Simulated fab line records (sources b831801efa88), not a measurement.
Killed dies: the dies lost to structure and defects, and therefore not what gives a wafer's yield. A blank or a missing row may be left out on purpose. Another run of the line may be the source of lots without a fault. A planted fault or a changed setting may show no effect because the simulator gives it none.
The tool behind it: which one? | flow sky130 | 9 lots with 27 wafers sampled at 2 steps, on a route of 708 steps

== WHAT EACH GAUGE READ, for each wafer ==
SKY_VIA2_BOW_MEAS_03.
lot  | measured     | on            | VIA2_BOW (um)
L148 | day 36 22:14 | film_metro-03 | 78 76 81
L149 | day 37 11:01 | film_metro-03 | 83 69 77
L154 | day 39 01:22 | film_metro-03 | 82 81 83
L155 | day 39 05:49 | film_metro-02 | 87 90 96
L156 | day 39 15:02 | film_metro-03 | 77 88 77
L159 | day 40 13:23 | film_metro-02 | 98 90 100
L163 | day 41 11:00 | film_metro-02 | 84 91 96
L164 | day 41 19:59 | film_metro-02 | 86 104 85
L165 | day 42 03:02 | film_metro-02 | 79 79 79

== WHAT TOOL EACH LOT RAN ON (gives the tool, then ch and the chambers of the sampled wafers, and finally the start) ==
lot  | SKY_METAL2_METAL_ETCH_19
L148 | rie_metal-02 ch 1, day 36 21:04
L149 | rie_metal-01 ch 0,1, day 37 09:48
L154 | rie_metal-02 ch 0,1, day 39 00:11
L155 | rie_metal-01 ch 0,1, day 39 04:39
L156 | rie_metal-01 ch 0,1, day 39 13:52
L159 | rie_metal-01 ch 0,1, day 40 12:12
L163 | rie_metal-01 ch 0,1, day 41 09:44
L164 | rie_metal-01 ch 0,1, day 41 18:48
L165 | rie_metal-03 ch 1, day 42 01:47
- SKY_METAL2_METAL_ETCH_19: etches the open film in Cl2/BCl3, stops on SiO2, target depth 360 nm, time 78 s.

== THE ANSWER, worked out from the rows above alone ==
Rule: usual is defined by the lots themselves. Put in order of their means at a reading, lots are off if they are a third of the lots or fewer, leave a main group of 4 or more, and stand apart from it by a gap of 3 or more times the standard deviation of the main group's means; of several such gaps the widest counts. A main group whose means are all the same, to the digits that the tables above print for the reading, isn't used. Also off: a lot with no number at a reading for which 4 or more lots have one. The other lots that the step has rows for count as sound.
None of the lots is off at any reading shown; this tells nothing.

== WHAT THE SIMULATOR HAD PUT IN ==
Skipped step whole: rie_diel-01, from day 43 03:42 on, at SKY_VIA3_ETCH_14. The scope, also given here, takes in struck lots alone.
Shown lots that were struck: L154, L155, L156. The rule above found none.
